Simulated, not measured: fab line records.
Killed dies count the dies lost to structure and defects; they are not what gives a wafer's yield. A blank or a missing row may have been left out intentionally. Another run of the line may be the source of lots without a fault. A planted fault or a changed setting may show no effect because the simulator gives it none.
Matching of chambers	flow gf180mcu	cmp-01 running GF_CONTACT_CMP_04: 4 sister chambers
The step polishes SiO2. 8 wafers are shown with their chamber, then 8 later ones without.

## WAFERS, EACH WITH ITS CHAMBER
wafer	chamber	motor current A (A)	time to endpoint s (s)
L127.5	0	10.8	112
L129.2	0	10.2	113
L134.4	1	11.5	120
L134.5	2	12.4	117
L143.1	1	12.1	107
L143.2	2	12.6	110
L143.5	3	13.6	116
L144.3	3	14.1	115

## WAFERS WHOSE CHAMBER IS MISSING
wafer	motor current A (A)	time to endpoint s (s)
L144.4	10.7	119
L144.5	10.9	120
L146.3	11.3	117
L146.5	14.4	119
L146.6	10.1	123
L147.2	10.9	108
L147.5	11.7	115
L147.6	12.2	114

## CHAMBER TAKEN BY EACH
wafer	from the rows above	in truth
L144.4	can't be placed: 0 or 1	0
L144.5	can't be placed: 0 or 1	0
L146.3	can't be placed: 1 or 0 or 2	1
L146.5	3	3
L146.6	0	0
L147.2	can't be placed: 0 or 1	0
L147.5	can't be placed: 1 or 2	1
L147.6	can't be placed: 2 or 1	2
Correctly placed: 2 of 8. From these rows, 6 cannot be placed; in 6 the true chamber is one of the candidates. Number placed wrongly: 0.
How it was worked out, from the rows above alone: a wafer's distance from a chamber is the root of the sum, over the readings, of the square of ((its reading less the chamber's mean) divided by the reading's scatter). The wafer belongs to the nearest chamber; if the next one is less than 2 further off, it can't be placed. For every chamber, the mean is computed from those of its wafers that are shown. The scatter is the square root of a quotient: the sum, over the shown wafers, of each reading's squared deviation from its chamber's mean, divided by wafers minus chambers.
